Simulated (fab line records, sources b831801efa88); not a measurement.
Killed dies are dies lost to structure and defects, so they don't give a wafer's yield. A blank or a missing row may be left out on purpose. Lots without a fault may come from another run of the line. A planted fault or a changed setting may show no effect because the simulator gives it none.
One fault seen from 2 desks | flow sfq_line | each desk has only its own numbers; what lay behind them comes last

THE METROLOGY DESK
What the gauges read, lot by lot, whatever tool the lot ran on: means of the sampled wafers that have a number. A lot is out of limits, marked OUT, if its mean lies more than 4 standard deviations from the usual mean; the brackets give that distance.
Columns: A = L0V_OVL at SFQ_L0V_OVL_MEAS_903, usual -4 nm; B = M2_NB_RS at SFQ_M2_RS_MEAS_914, usual 0.887 ohm/sq
lot  | first seen here | A   | B
L453 | day 7 17:05     | 3   | 0.877
L454 | day 7 20:42     | -9  | 0.886
L455 | day 7 21:53     | -11 | 0.884
L459 | day 9 20:36     | -7  | 0.900
L461 | day 10 19:23    | -6  | 0.890
L462 | day 11 03:48    | -5  | 0.885
L464 | day 11 20:28    | 4   | 0.808 (-8.6) OUT
L466 | day 12 14:29    | 1   | 0.890
L467 | day 12 23:05    | 2   | 0.887
L468 | day 13 02:42    | 9   | 0.893
L470 | day 13 11:05    | -1  | 0.890
L471 | day 13 17:05    | 2   | 0.891
L474 | day 14 17:00    | -13 | 0.901
This desk's finding: out of limits on L464; first on L464, day 37 07:40 (M2_NB_RS at SFQ_M2_RS_MEAS_914). In limits: L453, L454, L455, L459, L461, L462, L466, L467, L468, L470, L471, L474.

THE TOOL OWNER'S DESK: pvd_sputter-05
The tool's own readings at SFQ_TRILAYER_M2_DEP_SPUTTER_055 (material Nb, target thk 200 nm, time 133.3 s): means of the sampled wafers that have a number, for each lot that ran on this tool. A lot is out of limits, marked OUT, if its mean lies more than 4 standard deviations from the usual mean; the brackets give that distance.
Columns: A = chamber_pressure_pa at SFQ_TRILAYER_M2_DEP_SPUTTER_055, usual 0.13333 Pa; B = throttle_valve_pct at SFQ_TRILAYER_M2_DEP_SPUTTER_055, usual 30.1 %
lot  | first seen here | A       | B
L453 | day 24 15:21    | 0.13327 | 30.6
L455 | day 24 21:21    | 0.13333 | 30.6
L464 | day 37 07:34    | 0.13330 | 30.8
This desk's finding: nothing out of limits on any of the 3 lots.

PUT TOGETHER
The metrology desk could have raised an alarm at day 37 07:40, on L464.
The tool owner's desk saw nothing out of limits.
The tool owner's desk has L464 on record, within its limits.
Of the lots named, all ran SFQ_TRILAYER_M2_DEP_SPUTTER_055 on pvd_sputter-05.

WHAT THE SIMULATOR HAD PUT IN
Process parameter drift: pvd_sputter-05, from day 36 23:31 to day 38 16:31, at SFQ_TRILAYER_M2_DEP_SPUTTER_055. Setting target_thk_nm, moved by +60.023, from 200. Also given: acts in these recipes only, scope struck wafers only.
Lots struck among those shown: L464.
Hours from the fault's start to each desk's first reading out of limits: the metrology desk, 8.
